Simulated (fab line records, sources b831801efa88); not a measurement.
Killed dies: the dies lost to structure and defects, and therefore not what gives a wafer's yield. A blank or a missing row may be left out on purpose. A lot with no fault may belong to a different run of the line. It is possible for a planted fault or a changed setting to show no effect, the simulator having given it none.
fab line records + flow sky130
[record]
- lots = 12
- wafers = 36
- last-day = 50
route steps=708 shown VT_ADJUST_LVTN@118 POLY_GATE@231 LDD_LDN@300
lots that met no fault: from a run of the same line without faults
start-h: the number of hours between the record's first day and the start of the first shown wafer of the lot + wait-h: hours elapsed since this lot's preceding step + " repeats the value in the row above + L1.1+2: several wafers, shown together as one row + - no value, or no start given + * or withheld: withheld + < > ~ a bound
route shown NAME@n: NAME is a module with steps in the file, n the number in the route of the first one + usual: average and standard deviation across the fault-free wafers + same: alike in all rows + chamber/n: place in a boat + sites: each site's reading + _std_site: the standard deviation of these + _edge_site: inner sites' mean taken away from outer sites' mean + radius-mm: for every site, how far away it sits from the centre of the wafer + mask NAME#n: copy n + behind: tool/chamber where the wafer was last shaped + hold: the reason the lot was held/the length of the hold in hours/how it ended + device: the transistor (n, p or np) that didn't switch + end of line: tests of these same wafers at the route's end + where a step has no rows: the recipe by itself + killed: dies that structure and defects cost at the first sort, which is not the same as the wafer's yield + map: per-die view of a wafer (x killed, . not killed, _ where there is no die)
set.NAME: the setting that was run; set.NAME@STEP: the one run at that earlier step + model.NAME: the simulator's own value behind a step, which no gauge read
one table for each step of the route and one row for each wafer, over a sample of lots
services: from which hour (start-h, from the record's first day; less than 0 if before it) a tool's chamber was out of use, for how many hours, and why
[[steps]]
[step SKY_VT_ADJUST_LVTN_TW_MEAS_21]
[usual]
- VT_ADJUST_LVTN_2_TW = 188.4/0.98
| lot.wafer | tool          | chamber | start-h | wait-h | VT_ADJUST_LVTN_2_TW |
|-----------|---------------|---------|---------|--------|---------------------|
| L423.1    | film-metro-04 | -       | 158.37  | 0.1    | 189.6               |
| L423.3    | "             | -       | "       | "      | 189.8               |
| L423.4    | "             | -       | "       | "      | 188.7               |
| L424.1    | film-metro-04 | -       | 168.87  | 0.1    | 189.5               |
| L424.2    | "             | -       | "       | "      | 188.5               |
| L424.5    | "             | -       | "       | "      | 189.2               |
| L425.2    | film-metro-02 | -       | 175.07  | 0.1    | 187.6               |
| L425.3    | "             | -       | "       | "      | 186.7               |
| L425.4    | "             | -       | "       | "      | 186.8               |
| L429.3    | film-metro-04 | -       | 200.46  | 0.1    | 187.9               |
| L429.4    | "             | -       | "       | "      | 187.8               |
| L429.5    | "             | -       | "       | "      | 188.4               |
| L430.1    | film-metro-04 | -       | 207.36  | 0.1    | 188.8               |
| L430.2    | "             | -       | "       | "      | 187.9               |
| L430.5    | "             | -       | "       | "      | 188.8               |
| L432.3    | film-metro-03 | -       | 224.28  | 0.1    | 187.6               |
| L432.5    | "             | -       | "       | "      | 189.3               |
| L432.6    | "             | -       | "       | "      | 188.7               |
| L436.1    | film-metro-02 | -       | 247.32  | 0.1    | 187.6               |
| L436.2    | "             | -       | "       | "      | 188.4               |
| L436.3    | "             | -       | "       | "      | 187.9               |
| L437.1    | film-metro-04 | -       | 252.79  | 0.1    | 187.8               |
| L437.2    | "             | -       | "       | "      | 188.0               |
| L437.5    | "             | -       | "       | "      | 189.4               |
| L438.1    | film-metro-02 | -       | 261.69  | 0.1    | 189.0               |
| L438.3    | "             | -       | "       | "      | 188.9               |
| L438.6    | "             | -       | "       | "      | 189.4               |
| L440.1    | film-metro-02 | -       | 286.74  | 0.1    | 188.6               |
| L440.2    | "             | -       | "       | "      | 187.5               |
| L440.4    | "             | -       | "       | "      | 187.8               |
| L442.2    | film-metro-03 | -       | 289.25  | 0.1    | 188.8               |
| L442.4    | "             | -       | "       | "      | 190.3               |
| L442.5    | "             | -       | "       | "      | 189.5               |
| L445.1    | film-metro-02 | -       | 310.94  | 0.1    | 187.1               |
| L445.2    | "             | -       | "       | "      | 187.1               |
| L445.4    | "             | -       | "       | "      | 188.1               |
[step SKY_POLY_GATE_ETCH_17]
[recipe]
- target-depth-nm = 180
- stop-on = SiO2
- over-etch-frac = 0.56667
- chemistry = HBr/Cl2
- target = poly-Si
- icp-w = 400
- bias-w = 100
- pressure-mtorr = 10
- HBr_flow_sccm = 150
- Cl2_flow_sccm = 50
- time-s = 70.5
[usual]
- drypump-motor-current-A = 5.8/0.53
- oes-product-au = 0.989/0.0067
- throttle-valve-pct = 33.685/0.0097
| lot.wafer | tool      | chamber | start-h | wait-h | drypump-motor-current-A | oes-product-au | rf-hours-counter-h | throttle-valve-pct |
|-----------|-----------|---------|---------|--------|-------------------------|----------------|--------------------|--------------------|
| L423.1    | rie-si-01 | 0       | 376.99  | 0.0    | 5.0                     | 0.978          | 7                  | 33.671             |
| L423.3    | "         | 3       | "       | "      | 5.7                     | 0.976          | 0                  | 33.697             |
| L423.4    | "         | 1       | "       | "      | 6.4                     | 0.988          | 1                  | 33.687             |
| L424.1    | rie-si-02 | 3       | 382.39  | 0.0    | 5.6                     | 0.991          | 1                  | 33.696             |
| L424.2    | "         | 2       | "       | "      | 6.1                     | 0.993          | 34                 | 33.682             |
| L424.5    | "         | 1       | "       | "      | 5.3                     | 0.999          | -                  | 33.693             |
| L425.2    | rie-si-01 | 1       | 382.46  | 0.0    | 6.4                     | 0.996          | 1                  | 33.685             |
| L425.3    | "         | 3       | "       | "      | 5.7                     | 0.983          | 1                  | 33.684             |
| L425.4    | "         | 2       | "       | "      | 6.6                     | 0.990          | 73                 | 33.682             |
| L429.3    | rie-si-02 | 3       | 426.96  | 0.0    | 5.7                     | 0.991          | 2                  | 33.694             |
| L429.4    | "         | 1       | "       | "      | 5.3                     | 0.987          | 40                 | 33.690             |
| L429.5    | "         | 0       | "       | "      | 5.5                     | 0.996          | -                  | 33.692             |
| L430.1    | rie-si-01 | 1       | 428.57  | 0.0    | 6.4                     | 0.996          | 1                  | 33.687             |
| L430.2    | "         | 3       | "       | "      | 5.7                     | 0.984          | 1                  | 33.677             |
| L430.5    | "         | 3       | "       | "      | 5.7                     | 0.985          | -                  | 33.671             |
| L432.3    | rie-si-01 | 0       | 448.84  | 0.0    | 5.0                     | 0.994          | 8                  | 33.689             |
| L432.5    | "         | 2       | "       | "      | 6.7                     | 0.998          | -                  | 33.686             |
| L432.6    | "         | 3       | "       | "      | 5.7                     | 0.987          | -                  | 33.679             |
| L436.1    | rie-si-01 | 1       | 480.89  | 0.0    | 6.3                     | 0.985          | 2                  | 33.674             |
| L436.2    | "         | 3       | "       | "      | 5.7                     | 0.987          | 1                  | 33.680             |
| L436.3    | "         | 0       | "       | "      | 5.1                     | 0.982          | 8                  | 33.688             |
| L437.1    | rie-si-02 | 1       | 485.34  | 0.0    | 5.3                     | 1.001          | 41                 | 33.678             |
| L437.2    | "         | 0       | "       | "      | 5.5                     | 1.011          | 4                  | 33.672             |
| L437.5    | "         | 3       | "       | "      | 5.7                     | 1.002          | -                  | 33.674             |
| L438.1    | rie-si-01 | 0       | 499.16  | 0.0    | 5.0                     | 0.984          | 8                  | 33.694             |
| L438.3    | "         | 2       | "       | "      | 6.7                     | 0.985          | 0                  | 33.686             |
| L438.6    | "         | 2       | "       | "      | 6.6                     | 0.989          | -                  | 33.693             |
| L440.1    | rie-si-01 | 2       | 533.39  | 0.0    | 6.6                     | 0.997          | 0                  | 33.687             |
| L440.2    | "         | 3       | "       | "      | 5.7                     | 0.990          | 1                  | 33.668             |
| L440.4    | "         | 1       | "       | "      | 6.3                     | 0.993          | 2                  | 33.688             |
| L442.2    | rie-si-01 | 0       | 534.69  | 0.0    | 5.0                     | 0.987          | 8                  | 33.682             |
| L442.4    | "         | 1       | "       | "      | 6.4                     | 0.995          | 2                  | 33.677             |
| L442.5    | "         | 3       | "       | "      | 5.7                     | 0.985          | -                  | 33.689             |
| L445.1    | rie-si-02 | 2       | 562.34  | 0.0    | 6.1                     | 0.991          | 35                 | 33.684             |
| L445.2    | "         | 3       | "       | "      | 5.6                     | 0.999          | 2                  | 33.677             |
| L445.4    | "         | 0       | "       | "      | 5.5                     | 0.993          | -                  | 33.680             |
[step SKY_LDD_LDN_IMPLANT_11]
[recipe]
- species = As
- energy-kev = 15
- dose-cm2 = 1.25e+13
- tilt-deg = withheld
- rotation-deg = 293
[usual]
- beam-on-s = 10.00/0.19
- rotation-deg = 293.01/0.077
| lot.wafer | tool         | chamber | start-h | wait-h | beam-on-s | rotation-deg |
|-----------|--------------|---------|---------|--------|-----------|--------------|
| L423.1    | implanter-01 | 0       | 533.01  | 0.1    | 9.66      | 292.82       |
| L423.3    | "            | 0       | "       | "      | 10.36     | 292.89       |
| L423.4    | "            | 0       | "       | "      | 9.80      | 292.92       |
| L424.1    | implanter-03 | 0       | 536.93  | 0.1    | 10.39     | 292.99       |
| L424.2    | "            | 0       | "       | "      | 10.21     | 292.83       |
| L424.5    | "            | 0       | "       | "      | 10.00     | 292.91       |
| L425.2    | implanter-01 | 0       | 537.04  | 0.1    | 9.83      | 292.82       |
| L425.3    | "            | 0       | "       | "      | 9.74      | 293.02       |
| L425.4    | "            | 0       | "       | "      | 10.25     | 292.93       |
| L429.3    | implanter-04 | 0       | 581.43  | 0.1    | 9.78      | 293.06       |
| L429.4    | "            | 0       | "       | "      | 9.63      | 292.98       |
| L429.5    | "            | 0       | "       | "      | 10.40     | 293.01       |
| L430.1    | implanter-01 | 0       | 582.28  | 0.1    | 10.10     | 293.01       |
| L430.2    | "            | 0       | "       | "      | 10.03     | 293.18       |
| L430.5    | "            | 0       | "       | "      | 9.82      | 293.00       |
| L432.3    | implanter-03 | 0       | 605.83  | 0.1    | 10.11     | 293.07       |
| L432.5    | "            | 0       | "       | "      | 10.11     | 293.10       |
| L432.6    | "            | 0       | "       | "      | 9.84      | 293.02       |
| L432.3    | implanter-03 | 0       | 606.15  | 0.3    | 10.32     | 292.96       |
| L432.5    | "            | 0       | "       | "      | 9.95      | 292.92       |
| L432.6    | "            | 0       | "       | "      | 10.43     | 293.10       |
| L436.1    | implanter-01 | 0       | 634.76  | 0.1    | 10.00     | 293.26       |
| L436.2    | "            | 0       | "       | "      | 10.02     | 292.99       |
| L436.3    | "            | 0       | "       | "      | 9.99      | 292.99       |
| L436.1    | implanter-01 | 0       | 635.08  | 0.3    | 10.15     | 292.98       |
| L436.2    | "            | 0       | "       | "      | 10.08     | 293.02       |
| L436.3    | "            | 0       | "       | "      | 10.14     | 293.10       |
| L437.1    | implanter-03 | 0       | 636.16  | 0.1    | 9.95      | 293.08       |
| L437.2    | "            | 0       | "       | "      | 9.82      | 293.04       |
| L437.5    | "            | 0       | "       | "      | 10.25     | 293.00       |
| L437.1    | implanter-03 | 0       | 636.48  | 0.3    | 10.26     | 293.03       |
| L437.2    | "            | 0       | "       | "      | 9.90      | 292.93       |
| L437.5    | "            | 0       | "       | "      | 10.05     | 293.02       |
| L438.1    | implanter-01 | 0       | 650.18  | 0.1    | 10.10     | 292.92       |
| L438.3    | "            | 0       | "       | "      | 10.26     | 293.08       |
| L438.6    | "            | 0       | "       | "      | 10.15     | 292.91       |
| L440.1    | implanter-03 | 0       | 682.83  | 0.1    | 9.99      | 293.00       |
| L440.2    | "            | 0       | "       | "      | 9.65      | 293.01       |
| L440.4    | "            | 0       | "       | "      | 10.38     | 293.02       |
| L442.2    | implanter-01 | 0       | 683.76  | 0.1    | 10.09     | 293.04       |
| L442.4    | "            | 0       | "       | "      | 10.17     | 293.04       |
| L442.5    | "            | 0       | "       | "      | 10.04     | 292.97       |
| L445.1    | implanter-03 | 0       | 707.33  | 0.1    | 9.99      | 293.02       |
| L445.2    | "            | 0       | "       | "      | 10.36     | 293.09       |
| L445.4    | "            | 0       | "       | "      | 9.98      | 293.12       |
[step SKY_LDD_LDN_STRIP_12]
[recipe]
- chemistry = O2/N2
- power-w = 1400
- pressure-mtorr = 1500
- platen-temp-c = withheld
- o2-flow-sccm = 3000
- n2-flow-sccm = 300
- overash-fraction = 0.5
[usual]
- drypump-motor-current-A = 5.9/0.36
- oes-product-au = 0.716/0.0042
- strip-time-to-endpoint-s = 14.19/0.035
| lot.wafer | tool            | chamber | start-h | wait-h | drypump-motor-current-A | oes-product-au | rf-hours-counter-h | strip-time-to-endpoint-s |
|-----------|-----------------|---------|---------|--------|-------------------------|----------------|--------------------|--------------------------|
| L423.1    | plasma-asher-02 | 0       | 533.16  | 0.1    | 5.9                     | 0.717          | 38                 | 14.14                    |
| L423.3    | "               | 0       | "       | "      | 5.9                     | 0.711          | -                  | 14.18                    |
| L423.4    | "               | 1       | "       | "      | 6.1                     | 0.716          | -                  | 14.18                    |
| L424.1    | plasma-asher-02 | 1       | 537.08  | 0.1    | 6.1                     | 0.712          | 39                 | 14.22                    |
| L424.2    | "               | 0       | "       | "      | 5.9                     | 0.714          | 39                 | 14.26                    |
| L424.5    | "               | 0       | "       | "      | 6.0                     | 0.715          | -                  | 14.23                    |
| L425.2    | plasma-asher-04 | 1       | 537.16  | 0.1    | 6.3                     | 0.715          | 10                 | 14.23                    |
| L425.3    | "               | 1       | "       | "      | 6.3                     | 0.713          | -                  | 14.21                    |
| L425.4    | "               | 0       | "       | "      | 5.9                     | 0.727          | -                  | 14.19                    |
| L429.3    | plasma-asher-04 | 1       | 581.56  | 0.1    | 6.3                     | 0.713          | -                  | 14.17                    |
| L429.4    | "               | 0       | "       | "      | 5.9                     | 0.716          | -                  | 14.16                    |
| L429.5    | "               | 1       | "       | "      | 6.3                     | 0.707          | -                  | 14.14                    |
| L430.1    | plasma-asher-01 | 0       | 582.43  | 0.1    | 5.1                     | 0.712          | 90                 | 14.18                    |
| L430.2    | "               | 1       | "       | "      | 6.1                     | 0.712          | 90                 | 14.20                    |
| L430.5    | "               | 0       | "       | "      | 5.1                     | 0.710          | -                  | 14.15                    |
| L432.3    | plasma-asher-01 | 0       | 606.28  | 0.1    | 5.2                     | 0.719          | -                  | 14.21                    |
| L432.5    | "               | 1       | "       | "      | 6.0                     | 0.721          | -                  | 14.19                    |
| L432.6    | "               | 0       | "       | "      | 5.1                     | 0.723          | -                  | 14.20                    |
| L436.1    | plasma-asher-04 | 0       | 635.23  | 0.1    | 5.9                     | 0.718          | 20                 | 14.21                    |
| L436.2    | "               | 1       | "       | "      | 6.3                     | 0.716          | 20                 | 14.17                    |
| L436.3    | "               | 0       | "       | "      | 5.9                     | 0.712          | -                  | 14.15                    |
| L437.1    | plasma-asher-01 | 1       | 636.63  | 0.1    | 6.0                     | 0.715          | 95                 | 14.17                    |
| L437.2    | "               | 0       | "       | "      | 5.2                     | 0.714          | 95                 | 14.20                    |
| L437.5    | "               | 1       | "       | "      | 6.0                     | 0.712          | -                  | 14.19                    |
| L438.1    | plasma-asher-01 | 0       | 650.33  | 0.1    | 5.1                     | 0.709          | 96                 | 14.17                    |
| L438.3    | "               | 0       | "       | "      | 5.1                     | 0.721          | -                  | 14.16                    |
| L438.6    | "               | 0       | "       | "      | 5.2                     | 0.713          | -                  | 14.16                    |
| L440.1    | plasma-asher-04 | 0       | 682.98  | 0.1    | 5.9                     | 0.722          | 25                 | 14.17                    |
| L440.2    | "               | 1       | "       | "      | 6.3                     | 0.712          | 25                 | 14.20                    |
| L440.4    | "               | 1       | "       | "      | 6.3                     | 0.718          | -                  | 14.17                    |
| L442.2    | plasma-asher-02 | 1       | 683.88  | 0.1    | 6.1                     | 0.709          | 52                 | 14.17                    |
| L442.4    | "               | 1       | "       | "      | 6.1                     | 0.722          | -                  | 14.16                    |
| L442.5    | "               | 1       | "       | "      | 6.1                     | 0.720          | -                  | 14.07                    |
| L445.1    | plasma-asher-01 | 1       | 707.48  | 0.1    | 6.1                     | 0.718          | 102                | 14.13                    |
| L445.2    | "               | 0       | "       | "      | 5.1                     | 0.717          | 102                | 14.11                    |
| L445.4    | "               | 0       | "       | "      | 5.1                     | 0.712          | -                  | 14.13                    |
[step SKY_LDD_LDN_TW_MEAS_13]
[usual]
- LDD_LDN_TW = 1483/12
| lot.wafer | tool          | chamber | start-h | wait-h | LDD_LDN_TW |
|-----------|---------------|---------|---------|--------|------------|
| L423.1    | film-metro-03 | -       | 533.26  | 0.1    | 1489       |
| L423.3    | "             | -       | "       | "      | 1490       |
| L423.4    | "             | -       | "       | "      | 1490       |
| L424.1    | film-metro-03 | -       | 537.18  | 0.1    | 1481       |
| L424.2    | "             | -       | "       | "      | 1489       |
| L424.5    | "             | -       | "       | "      | 1477       |
| L425.2    | film-metro-01 | -       | 537.27  | 0.1    | 1460       |
| L425.3    | "             | -       | "       | "      | 1465       |
| L425.4    | "             | -       | "       | "      | 1462       |
| L429.3    | film-metro-04 | -       | 581.65  | 0.1    | 1492       |
| L429.4    | "             | -       | "       | "      | 1496       |
| L429.5    | "             | -       | "       | "      | 1485       |
| L430.1    | film-metro-03 | -       | 582.53  | 0.1    | 1475       |
| L430.2    | "             | -       | "       | "      | 1484       |
| L430.5    | "             | -       | "       | "      | 1476       |
| L432.3    | film-metro-03 | -       | 606.37  | 0.1    | 1590       |
| L432.5    | "             | -       | "       | "      | 1596       |
| L432.6    | "             | -       | "       | "      | 1591       |
| L436.1    | film-metro-03 | -       | 635.33  | 0.1    | 1582       |
| L436.2    | "             | -       | "       | "      | 1589       |
| L436.3    | "             | -       | "       | "      | 1588       |
| L437.1    | film-metro-03 | -       | 636.73  | 0.1    | 1586       |
| L437.2    | "             | -       | "       | "      | 1585       |
| L437.5    | "             | -       | "       | "      | 1589       |
| L438.1    | film-metro-03 | -       | 650.43  | 0.1    | 1482       |
| L438.3    | "             | -       | "       | "      | 1481       |
| L438.6    | "             | -       | "       | "      | 1489       |
| L440.1    | film-metro-01 | -       | 683.08  | 0.1    | 1467       |
| L440.2    | "             | -       | "       | "      | 1472       |
| L440.4    | "             | -       | "       | "      | 1463       |
| L442.2    | film-metro-04 | -       | 683.99  | 0.1    | 1488       |
| L442.4    | "             | -       | "       | "      | 1489       |
| L442.5    | "             | -       | "       | "      | 1485       |
| L445.1    | film-metro-03 | -       | 707.58  | 0.1    | 1490       |
| L445.2    | "             | -       | "       | "      | 1495       |
| L445.4    | "             | -       | "       | "      | 1502       |
[[services]]
| tool            | chamber | start-h | hours | kind   |
|-----------------|---------|---------|-------|--------|
| implanter-01    | -       | 355.58  | 3.0   | repair |
| rie-si-02       | 0       | 372.95  | 12.1  | repair |
| plasma-asher-02 | -       | 373.13  | 2.5   | repair |
| implanter-03    | -       | 377.44  | 2.7   | repair |
| implanter-03    | -       | 385.76  | 3.1   | pm     |
| implanter-01    | -       | 395.60  | 1.3   | repair |
| plasma-asher-04 | -       | 402.15  | 2.4   | repair |
| implanter-03    | -       | 414.47  | 1.8   | repair |
| plasma-asher-04 | -       | 421.25  | 9.0   | pm     |
| plasma-asher-04 | -       | 441.50  | 1.0   | repair |
| implanter-03    | -       | 446.07  | 0.7   | repair |
| plasma-asher-01 | -       | 446.61  | 1.3   | repair |
| plasma-asher-04 | -       | 477.43  | 4.0   | pm     |
| rie-si-01       | 2       | 492.36  | 1.4   | repair |
| plasma-asher-01 | -       | 502.01  | 3.6   | repair |
| plasma-asher-01 | -       | 516.94  | 0.4   | repair |
| implanter-03    | -       | 543.68  | 2.2   | repair |
| plasma-asher-01 | -       | 621.47  | 2.8   | pm     |
| rie-si-01       | 0       | 622.91  | 9.7   | repair |
| implanter-03    | -       | 623.11  | 4.1   | repair |
| implanter-03    | -       | 655.55  | 4.4   | repair |
| plasma-asher-01 | -       | 660.06  | 4.3   | repair |
| implanter-01    | -       | 676.71  | 1.2   | repair |
| plasma-asher-04 | -       | 677.87  | 2.8   | pm     |
[[key]]
[first-sign]
- step = SKY_LDD_LDN_IMPLANT_11
- reading = visit
- direction = added
[effect]
- step = SKY_LDD_LDN_TW_MEAS_13
- reading = LDD_LDN_TW
- direction = up
- sigmas = 9
- usual = 1483
- struck = 1588
met-at SKY_LDD_LDN_IMPLANT_11
struck-lots L432,L436,L437
tester-left-out L432,L436,L437
not-acting-at SKY_VT_ADJUST_LVTN_TW_MEAS_21,SKY_POLY_GATE_ETCH_17,SKY_LDD_LDN_STRIP_12
[fault]
- kind = repeated-step-whole
- tool = implanter-01,implanter-03,implanter-04
- chamber = -
- onset-h = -
- steps = SKY_LDD_LDN_IMPLANT_11
- times = 1
- scope = struck-lots-only
// tester-left-out: of these lots the tester's yield and bins aren't shown, on N5 and GAA mostly nor the transistor test; their killed dies are dies lost to structure and defects alone, not to doping, threshold or leakage, so they don't give the yield
